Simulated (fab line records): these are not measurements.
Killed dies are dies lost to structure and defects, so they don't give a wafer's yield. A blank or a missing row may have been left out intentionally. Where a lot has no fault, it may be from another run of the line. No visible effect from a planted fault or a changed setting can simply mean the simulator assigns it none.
fab line records ; flow sky130
record: lots: 7; wafers: 19; last-day: 49
route steps=708 shown LDD_P@263 LDD_HVN@267 LDD_HVP@278 PAD_OPEN@708
lots that met no fault: from a run of the same line without faults
start-h: hours from the record's opening day to when the first of the lot's shown wafers began ; wait-h: hours from the lot's prior step to this one ; " unchanged from the row above ; L1.1+2: a row that stands for several wafers ; - value missing, or start not given ; * or withheld: withheld ; < > ~ a bound
route shown NAME@n: a module of which the file shows steps, and the number in the route of the first ; usual: average and standard deviation across the fault-free wafers ; same: alike in all rows ; chamber/n: place in a boat ; sites: per-site readings ; _std_site: their standard deviation ; _edge_site: mean of outer sites minus mean of inner sites ; radius-mm: how far each site lies from the wafer's centre ; mask NAME#n: copy n ; behind: tool/chamber where the wafer was last shaped ; hold: what put the lot on hold/how long, in hours/how the hold closed ; device: the n, p or np transistor that did not switch ; end of line: the route-end tests of the same wafers ; step lacking rows: just its recipe ; killed: dies lost to structure and defects at the first sort, not the wafer's yield ; map: dies across one wafer; x = killed, . = not, _ = none there
set.NAME: the setting that was run; set.NAME@STEP: the one run at that earlier step ; model.NAME: the simulator's own value behind a step, which no gauge read
lots at some steps of the route; a table a step, a row a wafer
services: the hour from which a tool's chamber was out of use, counted from the record's first day as start-h (under 0 if before that day), plus the number of hours and why
== steps ==
step: SKY_LDD_P_OVL_MEAS_08
usual: LDD_P_OVL: -0.2/1.6
lot.wafer;tool;chamber;start-h;wait-h;LDD_P_OVL[nm]
L610.1;overlay-02;-;480.15;0.1;1.7
L610.2;overlay-02;-;480.15;0.1;3.3
L610.3;overlay-02;-;480.15;0.1;2.1
L615.1;overlay-02;-;536.60;0.1;-0.4
L615.2;overlay-02;-;536.60;0.1;1.2
L615.6;overlay-02;-;536.60;0.1;0.6
L617.1;overlay-02;-;541.90;0.1;2.9
L617.3;overlay-02;-;541.90;0.1;2.7
L617.5;overlay-02;-;541.90;0.1;2.6
L624.2;overlay-01;-;590.61;0.1;-3.6
L624.4;overlay-01;-;590.61;0.1;-1.4
L625.2;overlay-02;-;597.41;0.1;1.6
L625.4;overlay-02;-;597.41;0.1;1.7
L625.6;overlay-02;-;597.41;0.1;1.9
L626.2;overlay-02;-;609.60;0.1;0.7
L626.3;overlay-02;-;609.60;0.1;0.6
L627.1;overlay-02;-;611.09;0.1;0.0
L627.4;overlay-02;-;611.09;0.1;-0.8
L627.5;overlay-02;-;611.09;0.1;1.0
step: SKY_LDD_P_IMPLANT_09
recipe: species: BF2; energy-kev: 25; dose-cm2: 1e+13; tilt-deg: withheld
step: SKY_LDD_P_STRIP_10
recipe: chemistry: O2/N2; power-w: 1400; pressure-mtorr: 1500; platen-temp-c: withheld; o2-flow-sccm: 3000; n2-flow-sccm: 300; overash-fraction: 0.5
usual: chamber-pressure-mTorr: 1500.3/1.5; drypump-motor-current-A: 5.9/0.44; n2-flow-sccm: 300.0/0.93; oes-product-au: 0.716/0.0044; strip-time-to-endpoint-s: 14.16/0.036
same: overash-fraction: 0.5
lot.wafer;tool;chamber;start-h;wait-h;chamber-pressure-mTorr;drypump-motor-current-A;n2-flow-sccm;oes-product-au;rf-hours-counter-h;strip-time-to-endpoint-s
L610.1;plasma-asher-02;1;480.33;0.1;1500.9;5.4;298.8;0.711;5;14.21
L610.2;plasma-asher-02;0;480.33;0.1;1500.7;6.2;302.8;0.717;5;14.22
L610.3;plasma-asher-02;0;480.33;0.1;1499.5;6.2;302.0;0.709;-;14.20
L615.1;plasma-asher-03;1;536.78;0.1;1500.6;6.6;300.3;0.717;39;14.15
L615.2;plasma-asher-03;0;536.78;0.1;1499.6;5.4;299.6;0.717;39;14.13
L615.6;plasma-asher-03;1;536.78;0.1;1500.7;6.6;299.9;0.723;-;14.16
L617.1;plasma-asher-03;1;542.08;0.1;1500.2;6.6;300.8;0.722;39;14.18
L617.3;plasma-asher-03;1;542.08;0.1;1500.4;6.6;299.9;0.712;-;14.18
L617.5;plasma-asher-03;0;542.08;0.1;1500.8;5.4;300.8;0.719;-;14.20
L624.2;plasma-asher-01;1;590.79;0.1;1495.7;6.1;298.3;0.717;92;14.11
L624.4;plasma-asher-01;1;590.79;0.1;1500.7;6.1;298.1;0.716;-;14.12
L625.2;plasma-asher-03;0;597.59;0.1;1500.6;5.4;300.6;0.713;45;14.18
L625.4;plasma-asher-03;0;597.59;0.1;1498.8;5.4;299.3;0.716;-;14.17
L625.6;plasma-asher-03;0;597.59;0.1;1501.3;5.4;297.9;0.719;-;14.18
L626.2;plasma-asher-01;1;609.78;0.1;1501.1;6.0;300.7;0.718;93;14.20
L626.3;plasma-asher-01;1;609.78;0.1;1497.7;6.0;299.3;0.715;-;14.22
L627.1;plasma-asher-03;0;611.28;0.1;1500.6;5.4;300.3;0.710;46;14.13
L627.4;plasma-asher-03;0;611.28;0.1;1497.4;5.4;300.5;0.708;-;14.20
L627.5;plasma-asher-03;0;611.28;0.1;1500.8;5.4;299.6;0.716;-;14.16
step: SKY_LDD_P_TW_MEAS_11
usual: LDD_P_TW: 640/6.2
lot.wafer;tool;chamber;start-h;wait-h;LDD_P_TW
L610.1;film-metro-03;-;480.43;0.1;641
L610.2;film-metro-03;-;480.43;0.1;636
L610.3;film-metro-03;-;480.43;0.1;638
L615.1;film-metro-02;-;536.88;0.1;636
L615.2;film-metro-02;-;536.88;0.1;640
L615.6;film-metro-02;-;536.88;0.1;636
L617.1;film-metro-04;-;542.18;0.1;649
L617.3;film-metro-04;-;542.18;0.1;648
L617.5;film-metro-04;-;542.18;0.1;646
L624.2;film-metro-02;-;590.90;0.1;635
L624.4;film-metro-02;-;590.90;0.1;635
L625.2;film-metro-02;-;597.70;0.1;630
L625.4;film-metro-02;-;597.70;0.1;632
L625.6;film-metro-02;-;597.70;0.1;630
L626.2;film-metro-02;-;609.89;0.1;634
L626.3;film-metro-02;-;609.89;0.1;634
L627.1;film-metro-02;-;611.38;0.1;637
L627.4;film-metro-02;-;611.38;0.1;635
L627.5;film-metro-02;-;611.38;0.1;639
step: SKY_LDD_HVN_DEHYDRATE_00
recipe: temp-c: 200; time-s: 60
step: SKY_LDD_HVN_HMDS_01
recipe: prime-time-s: 60; prime-temp-c: 120
step: SKY_LDD_HVN_COAT_02
recipe: resist: NOVOLAK; spin-rpm: 3000; resist-thk-nm: 300
step: SKY_LDD_HVN_SOFTBAKE_03
recipe: temp-c: 90; time-s: 60; resist: NOVOLAK
step: SKY_LDD_HVN_EXPOSE_04
recipe: mask-id: HVNTM; na: 0.6; source-shape: conventional; sigma-outer: 0.6; polarization: unpolarized; target-cd-nm: 700; dose-mj: 127
step: SKY_LDD_HVN_PEB_05
recipe: temp-c: withheld; time-s: *; resist: NOVOLAK
step: SKY_LDD_HVN_DEVELOP_06
recipe: resist: NOVOLAK; developer: TMAH; develop-time-s: 60; dev-temp-c: 23
step: SKY_LDD_HVN_OVL_MEAS_07
usual: LDD_HVN_OVL: 0.4/1.4
lot.wafer;tool;chamber;start-h;wait-h;LDD_HVN_OVL[nm]
L610.1;overlay-01;-;510.54;0.1;1.6
L610.2;overlay-01;-;510.54;0.1;1.9
L610.3;overlay-01;-;510.54;0.1;0.5
L615.1;overlay-02;-;566.09;0.1;1.2
L615.2;overlay-02;-;566.09;0.1;0.8
L615.6;overlay-02;-;566.09;0.1;0.0
L617.1;overlay-01;-;572.11;0.1;-2.4
L617.3;overlay-01;-;572.11;0.1;-0.6
L617.5;overlay-01;-;572.11;0.1;-0.9
L624.2;overlay-02;-;620.17;0.1;-0.8
L624.4;overlay-02;-;620.17;0.1;0.5
L625.2;overlay-01;-;626.53;0.1;0.2
L625.4;overlay-01;-;626.53;0.1;1.3
L625.6;overlay-01;-;626.53;0.1;1.2
L626.2;overlay-02;-;638.82;0.1;-1.4
L626.3;overlay-02;-;638.82;0.1;-0.5
L627.1;overlay-02;-;639.74;0.1;2.5
L627.4;overlay-02;-;639.74;0.1;2.3
L627.5;overlay-02;-;639.74;0.1;2.3
step: SKY_LDD_HVN_IMPLANT_08
recipe: species: P; energy-kev: 60; dose-cm2: 3e+13; tilt-deg: 40
usual: faraday-current-uA: 169/3.3
lot.wafer;tool;chamber;start-h;wait-h;faraday-current-uA
L610.1;implanter-02;0;510.57;0.0;167
L610.2;implanter-02;0;510.57;0.0;166
L610.3;implanter-02;0;510.57;0.0;168
L615.1;implanter-02;0;566.12;0.0;174
L615.2;implanter-02;0;566.12;0.0;172
L615.6;implanter-02;0;566.12;0.0;172
L617.1;implanter-01;0;572.15;0.0;171
L617.3;implanter-01;0;572.15;0.0;163
L617.5;implanter-01;0;572.15;0.0;165
L624.2;implanter-02;0;620.22;0.0;168
L624.4;implanter-02;0;620.22;0.0;167
L625.2;implanter-02;0;626.59;0.0;174
L625.4;implanter-02;0;626.59;0.0;171
L625.6;implanter-02;0;626.59;0.0;166
L626.2;implanter-02;0;638.87;0.0;167
L626.3;implanter-02;0;638.87;0.0;172
L627.1;implanter-03;0;639.77;0.0;166
L627.4;implanter-03;0;639.77;0.0;174
L627.5;implanter-03;0;639.77;0.0;168
step: SKY_LDD_HVN_STRIP_09
recipe: chemistry: O2/N2; power-w: 1400; pressure-mtorr: 1500; platen-temp-c: withheld; o2-flow-sccm: 3000; n2-flow-sccm: 300; overash-fraction: 0.5
usual: chamber-pressure-mTorr: 1499.8/1.6; drypump-motor-current-A: 5.7/0.44; n2-flow-sccm: 299.9/0.96; oes-product-au: 0.408/0.0044; strip-time-to-endpoint-s: 4.129/0.015
same: overash-fraction: 0.5
lot.wafer;tool;chamber;start-h;wait-h;chamber-pressure-mTorr;drypump-motor-current-A;n2-flow-sccm;oes-product-au;rf-hours-counter-h;strip-time-to-endpoint-s
L610.1;plasma-asher-02;0;510.72;0.1;1497.3;6.3;298.3;0.408;8;4.162
L610.2;plasma-asher-02;1;510.72;0.1;1500.1;5.4;300.6;0.411;8;4.144
L610.3;plasma-asher-02;0;510.72;0.1;1501.8;6.2;300.4;0.408;-;4.129
L615.1;plasma-asher-04;0;566.27;0.1;1500.2;5.4;300.5;0.408;76;4.152
L615.2;plasma-asher-04;1;566.27;0.1;1502.7;5.8;298.4;0.407;76;4.164
L615.6;plasma-asher-04;0;566.27;0.1;1501.7;5.3;301.5;0.414;-;4.146
L617.1;plasma-asher-04;1;572.30;0.1;1501.6;5.8;299.2;0.408;77;4.123
L617.3;plasma-asher-04;1;572.30;0.1;1499.1;5.8;299.1;0.415;-;4.118
L617.5;plasma-asher-04;1;572.30;0.1;1498.7;5.8;299.6;0.406;-;4.132
L624.2;plasma-asher-02;0;620.35;0.1;1498.2;6.2;300.8;0.407;19;4.128
L624.4;plasma-asher-02;1;620.35;0.1;1499.6;5.4;300.5;0.413;-;4.105
L625.2;plasma-asher-03;0;626.71;0.1;1501.3;5.4;298.9;0.416;48;4.114
L625.4;plasma-asher-03;1;626.71;0.1;1501.6;6.6;300.9;0.403;-;4.106
L625.6;plasma-asher-03;0;626.71;0.1;1500.0;5.4;299.2;0.401;-;4.122
L626.2;plasma-asher-04;1;639.00;0.1;1500.0;5.8;299.3;0.404;83;4.123
L626.3;plasma-asher-04;0;639.00;0.1;1498.3;5.3;300.3;0.411;-;4.148
L627.1;plasma-asher-02;0;639.92;0.1;1498.6;6.2;299.7;0.411;21;4.128
L627.4;plasma-asher-02;0;639.92;0.1;1500.8;6.2;300.4;0.413;-;4.124
L627.5;plasma-asher-02;1;639.92;0.1;1500.3;5.4;301.0;0.412;-;4.120
step: SKY_LDD_HVN_TW_MEAS_10
usual: LDD_HVN_TW: 1445/13
lot.wafer;tool;chamber;start-h;wait-h;LDD_HVN_TW
L610.1;film-metro-02;-;510.82;0.1;1439
L610.2;film-metro-02;-;510.82;0.1;1436
L610.3;film-metro-02;-;510.82;0.1;1430
L615.1;film-metro-04;-;566.37;0.1;1469
L615.2;film-metro-04;-;566.37;0.1;1482
L615.6;film-metro-04;-;566.37;0.1;1472
L617.1;film-metro-02;-;572.40;0.1;1437
L617.3;film-metro-02;-;572.40;0.1;1441
L617.5;film-metro-02;-;572.40;0.1;1433
L624.2;film-metro-02;-;620.46;0.1;1376
L624.4;film-metro-02;-;620.46;0.1;1372
L625.2;film-metro-04;-;626.82;0.1;1397
L625.4;film-metro-04;-;626.82;0.1;1396
L625.6;film-metro-04;-;626.82;0.1;1457
L626.2;film-metro-04;-;639.11;0.1;1390
L626.3;film-metro-04;-;639.11;0.1;1464
L627.1;film-metro-04;-;640.02;0.1;1458
L627.4;film-metro-04;-;640.02;0.1;1462
L627.5;film-metro-04;-;640.02;0.1;1456
step: SKY_LDD_HVP_DEHYDRATE_00
recipe: temp-c: 200; time-s: 60
step: SKY_PAD_OPEN_PROBE_99
usual: killed_at_M0_to_M3: 43/7.3; killed_at_M4_up: 3.2/1.8; killed-at-contacts: 24/5.8; killed-at-front-end: 16/4.5; killed-at-other: 0.3/0.53; killed-dies: 87/9.9; killed-open: 48/6.8; killed-short: 39/6.9
same: gross-dies: 492; killed-at-back-side: 0
lot.wafer;tool;chamber;start-h;wait-h;killed_at_M0_to_M3;killed_at_M4_up;killed-at-contacts;killed-at-front-end;killed-at-other;killed-dies;killed-open;killed-short;model.etest.tip_n_5v.rs-ohm-sq;model.etest.tip_n_5v.rs-ohm-sq-range;model.etest.tip_n_5v.rs-ohm-sq-rim-less-centre;model.etest.nfet-g5v0d10v5.r-on-ohm-um;model.etest.nfet-g5v0d10v5.vt-sat-v;model.etest.nfet-g5v0d10v5.vt-v-range
L610.1;prober-01;-;1099.78;0.1;50;3;22;22;0;97;58;39;1383;21.61;9.235;1908;0.767;0.01475
L610.2;prober-01;-;1099.83;0.1;40;3;24;13;0;80;47;33;1377;27.85;4.476;1867;0.7683;0.01589
L610.3;prober-01;-;1099.88;0.2;41;5;23;17;0;86;45;41;1379;27.56;-21.2;1892;0.7686;0.01016
L615.1;prober-01;-;1138.89;0.1;49;3;30;20;0;102;54;48;1336;28.66;-27.2;1873;0.7536;0.01212
L615.2;prober-01;-;1138.94;0.1;46;1;32;24;0;103;63;40;1347;33.33;-14.35;1874;0.7506;0.01772
L615.6;prober-01;-;1139.14;0.2;51;1;24;15;0;91;52;39;1351;38.08;-7.823;1878;0.7578;0.01364
L617.1;prober-02;-;1142.88;0.1;34;2;24;25;0;85;48;37;1407;15.89;-6.86;1936;0.7612;0.01619
L617.3;prober-02;-;1142.98;0.2;43;3;28;16;1;91;51;40;1410;30.67;-7.47;1921;0.7815;0.01628
L617.5;prober-02;-;1143.08;0.2;45;3;33;10;0;91;57;34;1410;33.7;-3.504;1936;0.7736;0.008033
L624.2;prober-02;-;1174.78;0.1;39;3;33;13;0;88;52;36;-;-;-;-;-;-
L624.4;prober-02;-;1174.88;0.2;49;5;31;15;1;101;56;45;-;-;-;-;-;-
L625.2;prober-01;-;1177.11;0.1;35;7;15;10;1;68;43;25;1701;341.1;-146.4;1944;0.7815;0.01821
L625.4;prober-01;-;1177.21;0.2;49;0;14;13;0;76;34;42;1692;337.8;-157.7;1940;0.799;0.01981
L625.6;prober-01;-;1177.31;0.2;43;5;27;11;0;86;42;44;1382;35.18;-24.56;1893;0.7831;0.01243
L626.2;prober-02;-;1184.54;0.1;51;4;26;15;0;96;54;42;-;-;-;-;-;-
L626.3;prober-02;-;1184.59;0.2;37;4;28;13;0;82;44;38;-;-;-;-;-;-
L627.1;prober-01;-;1184.83;0.1;39;0;35;15;0;89;49;40;1376;31.96;-12.84;1910;0.7672;0.008056
L627.4;prober-01;-;1184.98;0.2;56;1;17;19;0;93;54;39;1385;38.95;7.305;1884;0.7711;0.02451
L627.5;prober-01;-;1185.03;0.2;48;2;26;15;0;91;52;39;1387;20.08;-7.131;1898;0.7753;0.01459
killed by level:class
L610.1 LI_CONTACT:geometric-particle:open=11 VIA1:geometric-particle:open=11 VIA1:geometric-particle:short=8 CONTACT:geometric-particle:open=8 VIA3:geometric-particle:open=8 POLY_GATE:geometric-particle:short=7 METAL2:geometric-particle:open=6 METAL2:geometric-particle:short=5
L610.2 VIA1:geometric-particle:open=11 VIA2:geometric-particle:open=11 LI_CONTACT:geometric-particle:open=6 CONTACT:geometric-particle:open=6 LI_CONTACT:geometric-particle:short=4 VIA3:geometric-particle:open=4 CONTACT:geometric-particle:short=4 FIELD_ISO:geometric-particle:open=3
L610.3 VIA1:geometric-particle:open=10 LI_CONTACT:geometric-particle:open=8 FIELD_ISO:geometric-particle:short=7 VIA2:geometric-particle:open=6 VIA3:geometric-particle:open=6 CONTACT:geometric-particle:open=5 METAL2:geometric-particle:short=5 CONTACT:geometric-particle:short=4
L615.1 VIA1:geometric-particle:open=16 CONTACT:geometric-particle:open=10 FIELD_ISO:geometric-particle:short=8 LI_CONTACT:geometric-particle:open=7 METAL2:geometric-particle:short=7 VIA3:geometric-particle:open=6 METAL1:geometric-particle:short=6 POLY_GATE:geometric-particle:open=5
L615.2 CONTACT:geometric-particle:open=13 VIA1:geometric-particle:open=12 LI_CONTACT:geometric-particle:open=11 VIA2:geometric-particle:short=8 POLY_GATE:geometric-particle:open=7 FIELD_ISO:geometric-particle:open=6 METAL1:geometric-particle:short=6 VIA2:geometric-particle:open=5
L615.6 CONTACT:geometric-particle:open=15 VIA1:geometric-particle:open=12 VIA2:geometric-particle:open=9 METAL2:geometric-particle:short=8 CONTACT:geometric-particle:short=5 VIA1:geometric-particle:short=4 FIELD_ISO:geometric-particle:short=3 LI_CONTACT:geometric-particle:open=3
L617.1 CONTACT:geometric-particle:open=13 VIA1:geometric-particle:open=9 POLY_GATE:geometric-particle:short=7 FIELD_ISO:geometric-particle:open=6 METAL2:geometric-particle:short=6 FIELD_ISO:geometric-particle:short=5 VIA2:geometric-particle:open=4 VIA3:geometric-particle:open=4
L617.3 VIA1:geometric-particle:open=13 CONTACT:geometric-particle:open=12 CONTACT:geometric-particle:short=7 VIA2:geometric-particle:open=7 LI_CONTACT:geometric-particle:open=6 FIELD_ISO:geometric-particle:short=5 POLY_GATE:geometric-particle:short=5 VIA1:geometric-particle:short=5
L617.5 VIA1:geometric-particle:open=16 CONTACT:geometric-particle:open=13 VIA2:geometric-particle:open=8 LI_CONTACT:geometric-particle:short=6 LOCAL_INTERCONNECT:geometric-particle:short=5 CONTACT:geometric-particle:short=5 VIA3:geometric-particle:open=5 LI_CONTACT:geometric-particle:open=4
L624.2 CONTACT:geometric-particle:open=14 LI_CONTACT:geometric-particle:open=11 VIA1:geometric-particle:open=9 VIA1:geometric-particle:short=7 VIA2:geometric-particle:open=7 METAL2:geometric-particle:short=5 FIELD_ISO:geometric-particle:short=3 POLY_GATE:geometric-particle:short=3
L624.4 CONTACT:geometric-particle:open=16 VIA1:geometric-particle:open=9 VIA2:geometric-particle:open=7 VIA3:geometric-particle:open=6 LI_CONTACT:geometric-particle:open=5 METAL1:geometric-particle:short=5 METAL3:geometric-particle:short=5 FIELD_ISO:geometric-particle:open=4
L625.2 VIA1:geometric-particle:open=8 VIA3:geometric-particle:open=8 VIA2:geometric-particle:open=6 LI_CONTACT:geometric-particle:short=5 METAL4:geometric-particle:open=5 CONTACT:geometric-particle:open=4 METAL1:geometric-particle:short=4 METAL2:geometric-particle:short=4
L625.4 METAL2:geometric-particle:short=10 METAL1:geometric-particle:short=8 VIA1:geometric-particle:open=7 VIA3:geometric-particle:open=5 VIA2:geometric-particle:open=5 FIELD_ISO:geometric-particle:short=4 LOCAL_INTERCONNECT:geometric-particle:short=4 CONTACT:geometric-particle:open=4
L625.6 VIA1:geometric-particle:open=11 CONTACT:geometric-particle:open=7 METAL1:geometric-particle:short=7 METAL2:geometric-particle:short=7 LI_CONTACT:geometric-particle:short=6 LOCAL_INTERCONNECT:geometric-particle:short=6 VIA2:geometric-particle:open=5 METAL3:geometric-particle:short=5
L626.2 VIA1:geometric-particle:open=17 CONTACT:geometric-particle:open=11 VIA3:geometric-particle:open=8 METAL3:geometric-particle:short=7 CONTACT:geometric-particle:short=5 METAL1:geometric-particle:short=5 FIELD_ISO:geometric-particle:short=4 POLY_GATE:geometric-particle:short=4
L626.3 CONTACT:geometric-particle:open=11 VIA1:geometric-particle:open=7 LI_CONTACT:geometric-particle:open=6 LOCAL_INTERCONNECT:geometric-particle:short=6 METAL1:geometric-particle:short=5 VIA2:geometric-particle:short=5 VIA3:geometric-particle:short=4 VIA2:geometric-particle:open=4
L627.1 CONTACT:geometric-particle:open=12 VIA1:geometric-particle:open=10 LI_CONTACT:geometric-particle:open=8 METAL2:geometric-particle:short=8 LOCAL_INTERCONNECT:geometric-particle:short=7 CONTACT:geometric-particle:short=7 POLY_GATE:geometric-particle:open=5 VIA2:geometric-particle:open=4
L627.4 VIA1:geometric-particle:open=15 VIA3:geometric-particle:open=12 FIELD_ISO:geometric-particle:short=6 FIELD_ISO:geometric-particle:open=6 VIA1:geometric-particle:short=6 VIA2:geometric-particle:open=6 LOCAL_INTERCONNECT:geometric-particle:short=5 CONTACT:geometric-particle:open=5
L627.5 VIA1:geometric-particle:open=12 LI_CONTACT:geometric-particle:open=7 CONTACT:geometric-particle:open=7 VIA3:geometric-particle:short=7 VIA2:geometric-particle:open=6 POLY_GATE:geometric-particle:open=4 LI_CONTACT:geometric-particle:short=4 METAL1:geometric-particle:open=4
== services ==
tool;chamber;start-h;hours;kind
implanter-01;-;492.46;4.3;pm
plasma-asher-02;-;508.92;0.9;repair
plasma-asher-01;-;515.41;1.2;repair
implanter-02;-;519.79;8.5;repair
plasma-asher-03;-;559.82;6.0;repair
plasma-asher-02;-;563.77;1.5;repair
implanter-03;-;572.58;1.5;repair
plasma-asher-02;-;575.95;0.7;repair
implanter-03;-;611.46;3.7;pm
plasma-asher-01;-;614.39;1.8;repair
plasma-asher-01;-;623.51;2.8;pm
== key ==
first-sign: step: SKY_LDD_HVN_TW_MEAS_10; reading: LDD_HVN_TW; direction: down; sigmas: 4.6; usual: 1445; struck: 1386
effect none on later readings
model-effect: step: SKY_PAD_OPEN_PROBE_99; value: etest.tip_n_5v.rs-ohm-sq; without: 1380; struck: 1697
met-at SKY_LDD_HVN_IMPLANT_08
struck-wafers L624.2,L624.4,L625.2,L625.4,L626.2
tester-left-out L624,L625,L626
onset-between 566.12 620.22
fault: kind: process-parameter-drift; tool: implanter-02; chamber: -; onset-h: 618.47; steps: SKY_LDD_HVN_IMPLANT_08; channel: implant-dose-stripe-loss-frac; offset: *; shape: step; end-h: 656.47; scope: struck-wafers-only
tester-left-out: of these lots the tester's yield and bins aren't shown, on N5 and GAA mostly nor the transistor test; their killed dies are dies lost to structure and defects alone, not to doping, threshold or leakage, so they don't give the yield
